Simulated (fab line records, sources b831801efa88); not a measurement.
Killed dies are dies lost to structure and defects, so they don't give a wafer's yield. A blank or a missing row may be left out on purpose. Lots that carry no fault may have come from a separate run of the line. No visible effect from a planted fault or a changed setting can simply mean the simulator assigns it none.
fab line records	flow sky130
record lots=6	wafers=18	lastDay=50
route steps=708 shown NWELL@66 PWDE@84 VT_ADJUST_HVTP@85 VT_ADJUST_LVTN@97
lots with no fault: from the same line, run without faults
startH: start of the lot's first displayed wafer, in hours after the record's first day	waitH: time in hours since the lot's previous step	" as in the row above	L1.1+2: a single row standing in for several wafers	- value missing, or start not given	* or withheld: withheld	< > ~ a bound
route shown NAME@n: names a module that has steps shown in the file, with the first one's number in the route	usual: mean/standard deviation of fault-free wafers	same: alike in all rows	chamber/n: place in a boat	sites: each site's reading	_std_site: their standard deviation	_edge_site: outer sites' mean less inner sites'	radiusMm: how far each site lies from the wafer's centre	mask NAME#n: copy n	behind: the last tool/chamber to shape the wafer	hold: reason for holding the lot/hours on hold/outcome of the hold	device: the transistor (n, p or np) that didn't switch	end of line: at the end of the route, the tests of the same wafers	where a step has no rows: the recipe by itself	killed: count of dies lost to structure and defects at first sort (not the wafer's yield)	map: a wafer's dies, marking killed ones x, the rest . and places with no die _
set.NAME: the run value of the setting; set.NAME@STEP: its run value at that earlier step	model.NAME: the simulator's own value behind a step, which no gauge read
lots seen at some steps along the route; tables by step, rows by wafer
services: from which hour (startH, from the record's first day; less than 0 if before it) a tool's chamber was out of use, for how many hours, and why
## steps
# step SKY_NWELL_IMPLANT_13
# recipe species=P	energyKev=50	doseCm2=7e+11	tiltDeg=withheld
# step SKY_NWELL_STRIP_14
# recipe chemistry=O2/N2	powerW=1400	pressureMtorr=1500	platenTempC=withheld	o2FlowSccm=3000	n2FlowSccm=300	overashFraction=0.5
# usual chamberPressureMTorr=1500.1/1.3	drypumpMotorCurrentA=5.6/0.7	oesProductAu=0.723/0.0047	stripTimeToEndpointS=36.84/0.098
# same overashFraction=0.5
lot.wafer	tool	chamber	startH	waitH	chamberPressureMTorr	drypumpMotorCurrentA	oesProductAu	rfHoursCounterH	stripTimeToEndpointS
L771.2	plasmaAsher-04	0	87.50	0.1	1500.7	6.5	0.721	39	36.85
L771.4	"	0	"	"	1501.2	6.5	0.721	-	36.83
L771.6	"	0	"	"	1499.7	6.5	0.721	-	36.84
L775.2	plasmaAsher-04	0	110.45	0.1	1502.2	6.5	0.727	41	36.92
L775.3	"	0	"	"	1498.9	6.5	0.719	-	36.81
L775.5	"	1	"	"	1501.9	4.7	0.725	-	36.76
L786.3	plasmaAsher-01	0	181.65	0.1	1502.2	6.1	0.722	-	36.87
L786.5	"	1	"	"	1499.4	5.5	0.724	-	36.94
L786.6	"	0	"	"	1499.2	6.2	0.712	-	36.87
L787.1	plasmaAsher-03	1	182.37	0.1	1500.2	5.3	0.718	38	36.75
L787.2	"	0	"	"	1498.5	5.8	0.718	38	36.76
L787.4	"	1	"	"	1501.2	5.3	0.726	-	36.77
L792.2	plasmaAsher-03	1	206.35	0.1	1500.6	5.3	0.723	41	36.96
L792.4	"	0	"	"	1502.0	5.8	0.726	-	36.93
L792.6	"	0	"	"	1499.2	5.8	0.720	-	36.89
L793.2	plasmaAsher-04	0	207.72	0.1	1502.8	6.5	0.725	52	36.55
L793.5	"	1	"	"	1502.9	4.7	0.723	-	36.69
L793.6	"	0	"	"	1499.6	6.5	0.726	-	36.59
# step SKY_NWELL_TW_MEAS_15
# usual NWELL_TW=1838/11
lot.wafer	tool	chamber	startH	waitH	NWELL_TW
L771.2	filmMetro-02	-	87.61	0.1	1837
L771.4	"	-	"	"	1824
L771.6	"	-	"	"	1827
L775.2	filmMetro-03	-	110.56	0.1	1823
L775.3	"	-	"	"	1826
L775.5	"	-	"	"	1821
L786.3	filmMetro-02	-	181.74	0.1	1846
L786.5	"	-	"	"	1848
L786.6	"	-	"	"	1846
L787.1	filmMetro-01	-	182.59	0.2	1842
L787.2	"	-	"	"	1850
L787.4	"	-	"	"	1838
L792.2	filmMetro-02	-	206.46	0.1	1847
L792.4	"	-	"	"	1845
L792.6	"	-	"	"	1837
L793.2	filmMetro-03	-	207.83	0.1	1829
L793.5	"	-	"	"	1832
L793.6	"	-	"	"	1835
# step SKY_NWELL_DEHYDRATE_16
# recipe tempC=200	timeS=60
# step SKY_NWELL_HMDS_17
# recipe primeTimeS=60	primeTempC=120
# step SKY_NWELL_COAT_18
# recipe spinRpm=2000	resistThkNm=3000
# step SKY_NWELL_SOFTBAKE_19
# recipe tempC=110	timeS=withheld
# step SKY_NWELL_EXPOSE_20
# recipe maskId=NWM_COMPLEMENT	na=0.6	sourceShape=conventional	sigmaOuter=0.6	polarization=unpolarized	targetCdNm=840	doseMj=260
# step SKY_NWELL_PEB_21
# recipe tempC=115	timeS=withheld
# step SKY_NWELL_DEVELOP_22
# recipe wallAngleDeg=90	developer=TMAH	developTimeS=60	devTempC=23
# step SKY_NWELL_OVL_MEAS_23
# usual NWELL_01_OVL=0.9/1.3
lot.wafer	tool	chamber	startH	waitH	NWELL_01_OVL[nm]
L771.2	overlay-02	-	104.57	-	0.1
L771.4	"	-	"	"	3.4
L771.6	"	-	"	"	3.8
L775.2	overlay-01	-	129.24	-	-1.0
L775.3	"	-	"	"	-0.7
L775.5	"	-	"	"	-1.7
L786.3	overlay-01	-	199.84	-	3.4
L786.5	"	-	"	"	1.2
L786.6	"	-	"	"	3.0
L787.1	overlay-02	-	202.67	-	1.5
L787.2	"	-	"	"	1.9
L787.4	"	-	"	"	1.6
L792.2	overlay-02	-	228.04	-	1.8
L792.4	"	-	"	"	1.8
L792.6	"	-	"	"	2.5
L793.2	overlay-01	-	229.32	-	2.1
L793.5	"	-	"	"	0.6
L793.6	"	-	"	"	0.7
# step SKY_NWELL_IMPLANT_24
# recipe species=B	energyKev=140	doseCm2=9.2e+12	tiltDeg=withheld
# step SKY_NWELL_STRIP_25
# recipe chemistry=O2/N2	powerW=1400	pressureMtorr=1500	platenTempC=withheld	o2FlowSccm=3000	n2FlowSccm=300	overashFraction=0.5
# usual chamberPressureMTorr=1500.2/1.4	drypumpMotorCurrentA=5.6/0.62	oesProductAu=0.722/0.0045	overashFraction=0.5/0	stripTimeToEndpointS=36.83/0.11
lot.wafer	tool	chamber	startH	waitH	chamberPressureMTorr	drypumpMotorCurrentA	oesProductAu	overashFraction	rfHoursCounterH	stripTimeToEndpointS	model.coat_of_NWELL_COAT_18.thkNm
L771.2	plasmaAsher-04	1	104.75	0.1	1500.2	4.7	0.727	0.5	41	36.74	0
L771.4	"	0	"	"	1499.9	6.5	0.723	0.5	-	36.77	0
L771.6	"	1	"	"	1502.3	4.7	0.722	0.5	-	36.85	0
L775.2	plasmaAsher-04	0	129.42	0.1	1501.6	6.5	0.716	0.5	43	36.91	0
L775.3	"	0	"	"	1501.5	6.5	0.720	0.5	-	37.02	0
L775.5	"	0	"	"	1500.1	6.5	0.721	0.5	-	37.00	0
L786.3	plasmaAsher-04	0	200.05	0.1	-	-	-	-	-	-	2985
L786.5	"	0	"	"	-	-	-	-	-	-	2975
L786.6	"	1	"	"	-	-	-	-	-	-	2981
L787.1	plasmaAsher-01	0	202.85	0.1	-	-	-	-	-	-	2987
L787.2	"	1	"	"	-	-	-	-	-	-	2988
L787.4	"	1	"	"	-	-	-	-	-	-	2996
L792.2	plasmaAsher-01	1	228.22	0.1	1498.5	5.5	0.715	0.5	8	36.92	0
L792.4	"	1	"	"	1501.3	5.4	0.730	0.5	-	36.92	0
L792.6	"	1	"	"	1500.0	5.4	0.718	0.5	-	36.94	0
L793.2	plasmaAsher-04	0	229.50	0.1	1497.3	6.5	0.728	0.5	55	36.75	0
L793.5	"	1	"	"	1498.7	4.7	0.720	0.5	-	36.75	0
L793.6	"	0	"	"	1502.2	6.5	0.720	0.5	-	36.86	0
# step SKY_NWELL_TW_MEAS_26
# usual NWELL_2_TW=501.2/2.8
lot.wafer	tool	chamber	startH	waitH	NWELL_2_TW
L771.2	filmMetro-01	-	104.86	0.1	501.9
L771.4	"	-	"	"	502.1
L771.6	"	-	"	"	503.1
L775.2	filmMetro-03	-	129.53	0.1	496.5
L775.3	"	-	"	"	499.7
L775.5	"	-	"	"	496.2
L786.3	filmMetro-03	-	200.14	0.1	497.6
L786.5	"	-	"	"	498.4
L786.6	"	-	"	"	497.8
L787.1	filmMetro-03	-	202.95	0.1	499.0
L787.2	"	-	"	"	498.2
L787.4	"	-	"	"	502.6
L792.2	filmMetro-02	-	228.33	0.1	502.9
L792.4	"	-	"	"	501.8
L792.6	"	-	"	"	500.9
L793.2	filmMetro-01	-	229.61	0.1	503.5
L793.5	"	-	"	"	503.7
L793.6	"	-	"	"	503.6
# step SKY_NWELL_CLEAN_27
# recipe chemistry=SC1/SC2	mix=1:4:20	tempC=70	timeS=150	dry=n2Spin
# step SKY_NWELL_RTA_28
# recipe tempC=1050	timeS=30	idleTempC=650	rampUpCPerS=150	rampDownCPerS=90	ambient=N2
# usual lampPowerPct=25.30/0.056	wafer_temp_C_max=1054.9/0.95
lot.wafer	tool	chamber	startH	waitH	lampPowerPct	wafer_temp_C_max
L771.2	rtpAnneal-02	0	105.00	0.0	25.24	1054.1
L771.4	"	0	"	"	25.31	1056.7
L771.6	"	0	"	"	25.34	1055.8
L775.2	rtpAnneal-01	0	129.64	0.0	25.22	1053.9
L775.3	"	0	"	"	25.32	1053.8
L775.5	"	0	"	"	25.32	1054.4
L786.3	rtpAnneal-02	0	200.26	0.0	25.34	1054.1
L786.5	"	0	"	"	25.32	1052.5
L786.6	"	0	"	"	25.28	1057.2
L787.1	rtpAnneal-01	0	203.06	0.0	25.27	1054.4
L787.2	"	0	"	"	25.25	1053.9
L787.4	"	0	"	"	25.34	1054.4
L792.2	rtpAnneal-01	0	228.45	0.0	25.19	1054.3
L792.4	"	0	"	"	25.36	1057.0
L792.6	"	0	"	"	25.44	1054.8
L793.2	rtpAnneal-02	0	229.73	0.0	25.32	1054.3
L793.5	"	0	"	"	25.24	1055.8
L793.6	"	0	"	"	25.36	1054.3
# step SKY_NWELL_RS_MEAS_29
# recipe thkMeasGauge=four-point-probe
# usual NWELL_RS=624.9/1.6
lot.wafer	tool	chamber	startH	waitH	NWELL_RS[ohm/sq]
L771.2	filmMetro-03	-	105.19	0.2	623.8
L771.4	"	-	"	"	626.4
L771.6	"	-	"	"	626.2
L775.2	filmMetro-02	-	129.75	0.1	623.5
L775.3	"	-	"	"	624.9
L775.5	"	-	"	"	624.0
L786.3	filmMetro-02	-	200.37	0.1	626.2
L786.5	"	-	"	"	626.1
L786.6	"	-	"	"	624.9
L787.1	filmMetro-02	-	203.16	0.1	626.4
L787.2	"	-	"	"	624.3
L787.4	"	-	"	"	624.2
L792.2	filmMetro-01	-	228.55	0.1	621.9
L792.4	"	-	"	"	622.6
L792.6	"	-	"	"	626.0
L793.2	filmMetro-02	-	229.83	0.1	624.3
L793.5	"	-	"	"	624.8
L793.6	"	-	"	"	625.2
# step SKY_NWELL_RS_MEAS_31
# recipe thkMeasGauge=four-point-probe
# usual PWDE_RS=5279/18
lot.wafer	tool	chamber	startH	waitH	PWDE_RS[ohm/sq]
L771.2	filmMetro-03	-	105.43	0.1	5242
L771.4	"	-	"	"	5262
L771.6	"	-	"	"	5267
L775.2	filmMetro-02	-	129.99	0.1	5267
L775.3	"	-	"	"	5261
L775.5	"	-	"	"	5271
L786.3	filmMetro-02	-	200.61	0.1	5271
L786.5	"	-	"	"	5277
L786.6	"	-	"	"	5280
L787.1	filmMetro-02	-	203.40	0.1	5257
L787.2	"	-	"	"	5292
L787.4	"	-	"	"	5258
L792.2	filmMetro-01	-	228.79	0.1	5257
L792.4	"	-	"	"	5257
L792.6	"	-	"	"	5260
L793.2	filmMetro-02	-	230.07	0.1	5289
L793.5	"	-	"	"	5282
L793.6	"	-	"	"	5294
# step SKY_VT_ADJUST_HVTP_DEHYDRATE_00
# recipe tempC=200	timeS=60
# step SKY_VT_ADJUST_HVTP_HMDS_01
# recipe primeTimeS=60	primeTempC=120
# step SKY_VT_ADJUST_HVTP_COAT_02
# recipe resist=NOVOLAK	spinRpm=3000	resistThkNm=1140
# step SKY_VT_ADJUST_HVTP_SOFTBAKE_03
# recipe tempC=90	timeS=60	resist=NOVOLAK
# step SKY_VT_ADJUST_HVTP_EXPOSE_04
# recipe maskId=HVTPM	na=0.6	sourceShape=conventional	sigmaOuter=0.6	polarization=unpolarized	targetCdNm=380	doseMj=140
# step SKY_VT_ADJUST_HVTP_PEB_05
# recipe tempC=withheld	timeS=*	resist=NOVOLAK
# step SKY_VT_ADJUST_HVTP_DEVELOP_06
# recipe resist=NOVOLAK	developer=TMAH	developTimeS=60	devTempC=23
# step SKY_VT_ADJUST_HVTP_CD_MEAS_07
# recipe targetCdNm=380
# usual cdNm=379.8/2.3
lot.wafer	tool	chamber	startH	waitH	cdNm
L771.2	cdSem-02	-	122.75	0.1	377.9
L771.4	"	-	"	"	379.0
L771.6	"	-	"	"	378.9
L775.2	cdSem-02	-	148.84	0.1	376.0
L775.3	"	-	"	"	377.7
L775.5	"	-	"	"	376.0
L786.3	cdSem-02	-	220.92	0.1	381.9
L786.5	"	-	"	"	382.7
L786.6	"	-	"	"	381.6
L787.1	cdSem-02	-	224.63	0.1	383.8
L787.2	"	-	"	"	383.3
L787.4	"	-	"	"	381.2
L792.2	cdSem-02	-	250.70	0.1	379.8
L792.4	"	-	"	"	381.6
L792.6	"	-	"	"	379.0
L793.2	cdSem-02	-	251.49	0.1	379.8
L793.5	"	-	"	"	383.4
L793.6	"	-	"	"	382.9
# step SKY_VT_ADJUST_HVTP_OVL_MEAS_08
# usual VT_ADJUST_HVTP_OVL=-0.2/1.3
lot.wafer	tool	chamber	startH	waitH	VT_ADJUST_HVTP_OVL[nm]
L771.2	overlay-01	-	122.86	0.1	2.0
L771.4	"	-	"	"	-1.4
L771.6	"	-	"	"	2.4
L775.2	overlay-01	-	148.94	0.1	0.7
L775.3	"	-	"	"	-1.9
L775.5	"	-	"	"	-1.0
L786.3	overlay-01	-	221.01	0.1	-1.5
L786.5	"	-	"	"	1.6
L786.6	"	-	"	"	1.0
L787.1	overlay-01	-	224.75	0.1	-1.8
L787.2	"	-	"	"	-1.2
L787.4	"	-	"	"	-2.8
L792.2	overlay-01	-	250.81	0.1	-2.4
L792.4	"	-	"	"	-0.6
L792.6	"	-	"	"	-0.9
L793.2	overlay-01	-	251.59	0.1	1.0
L793.5	"	-	"	"	0.2
L793.6	"	-	"	"	-1.2
# step SKY_VT_ADJUST_HVTP_IMPLANT_09
# recipe species=As	energyKev=150	doseCm2=4.3e+12	tiltDeg=withheld
# step SKY_VT_ADJUST_HVTP_STRIP_10
# recipe chemistry=O2/N2	powerW=1400	pressureMtorr=1500	platenTempC=withheld	o2FlowSccm=3000	n2FlowSccm=300	overashFraction=0.5
# usual chamberPressureMTorr=1500.0/1.3	drypumpMotorCurrentA=5.6/0.61	oesProductAu=0.715/0.0045	stripTimeToEndpointS=14.16/0.038
# same overashFraction=0.5
lot.wafer	tool	chamber	startH	waitH	chamberPressureMTorr	drypumpMotorCurrentA	oesProductAu	rfHoursCounterH	stripTimeToEndpointS
L771.2	plasmaAsher-03	0	123.04	0.1	1497.9	5.8	0.724	32	14.13
L771.4	"	0	"	"	1500.5	5.8	0.713	-	14.11
L771.6	"	1	"	"	1500.6	5.3	0.711	-	14.22
L775.2	plasmaAsher-03	0	149.12	0.1	1500.2	5.8	0.711	35	14.15
L775.3	"	0	"	"	1499.4	5.8	0.715	-	14.13
L775.5	"	1	"	"	1501.3	5.3	0.714	-	14.18
L786.3	plasmaAsher-03	0	221.22	0.1	1498.4	5.8	0.723	-	58.39
L786.5	"	0	"	"	1499.1	5.8	0.734	-	58.31
L786.6	"	1	"	"	1498.6	5.3	0.729	-	58.37
L787.1	plasmaAsher-04	1	224.94	0.1	1499.3	4.7	0.722	54	58.53
L787.2	"	0	"	"	1501.6	6.4	0.729	54	58.61
L787.4	"	0	"	"	1496.2	6.5	0.727	-	58.74
L792.2	plasmaAsher-02	1	250.99	0.1	1499.0	5.2	0.719	59	14.16
L792.4	"	1	"	"	1499.5	5.2	0.712	-	14.18
L792.6	"	0	"	"	1499.6	6.2	0.712	-	14.23
L793.2	plasmaAsher-02	0	251.77	0.1	1500.2	6.2	0.712	59	14.17
L793.5	"	0	"	"	1499.2	6.2	0.717	-	14.17
L793.6	"	1	"	"	1501.1	5.2	0.710	-	14.15
# step SKY_VT_ADJUST_HVTP_TW_MEAS_11
# usual VT_ADJUST_HVTP_TW=1373/16
lot.wafer	tool	chamber	startH	waitH	VT_ADJUST_HVTP_TW
L771.2	filmMetro-04	-	123.15	0.1	1387
L771.4	"	-	"	"	1395
L771.6	"	-	"	"	1381
L775.2	filmMetro-04	-	149.23	0.1	1401
L775.3	"	-	"	"	1392
L775.5	"	-	"	"	1389
L786.3	filmMetro-03	-	221.31	0.1	30
L786.5	"	-	"	"	30
L786.6	"	-	"	"	30
L787.1	filmMetro-03	-	225.04	0.1	30
L787.2	"	-	"	"	30
L787.4	"	-	"	"	30
L792.2	filmMetro-01	-	251.10	0.1	1373
L792.4	"	-	"	"	1374
L792.6	"	-	"	"	1379
L793.2	filmMetro-03	-	251.88	0.1	1354
L793.5	"	-	"	"	1352
L793.6	"	-	"	"	1357
# step SKY_VT_ADJUST_LVTN_DEHYDRATE_00
# recipe tempC=200	timeS=60
## services
tool	chamber	startH	hours	kind
plasmaAsher-01	-	95.45	15.6	pm
plasmaAsher-01	-	111.05	9.0	pm
plasmaAsher-01	0	111.05	9.0	ventCycle
plasmaAsher-01	1	111.05	9.0	ventCycle
plasmaAsher-01	0	120.05	-	clean
plasmaAsher-01	1	120.05	-	clean
plasmaAsher-01	-	130.10	14.6	pm
plasmaAsher-01	-	204.78	7.1	pm
plasmaAsher-04	-	211.23	2.8	repair
plasmaAsher-03	-	217.19	3.3	repair
plasmaAsher-02	-	228.84	0.3	repair
## key
firstSign step=SKY_NWELL_STRIP_25	reading=toolRecord	direction=missing
effect step=SKY_VT_ADJUST_HVTP_STRIP_10	reading=stripTimeToEndpointS	direction=up	sigmas=99+	usual=*	struck=*
effect step=SKY_VT_ADJUST_HVTP_TW_MEAS_11	reading=VT_ADJUST_HVTP_TW	direction=down	sigmas=86	usual=1373	struck=30
modelEffect step=SKY_NWELL_STRIP_25	value=coat_of_NWELL_COAT_18.thkNm	without=0	struck=2985
metAt SKY_NWELL_STRIP_25
struckWafers L786.3,L786.5,L786.6,L787.1,L787.2,L787.4
sortLeftOut L786.3,L786.5,L786.6,L787.1,L787.2,L787.4
testerLeftOut L786,L787
onsetBetween 129.42 200.05
fault kind=skippedStepWhole	tool=plasmaAsher-01,plasmaAsher-04	chamber=-	onsetH=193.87	steps=SKY_NWELL_STRIP_25	scope=struckLotsOnly
# testerLeftOut: of these lots the tester's yield and bins aren't shown, on N5 and GAA mostly nor the transistor test; their killed dies are dies lost to structure and defects alone, not to doping, threshold or leakage, so they don't give the yield
# sortLeftOut: the simulated sort isn't trusted on such a fault, so these wafers' sort isn't shown, and their yield isn't known
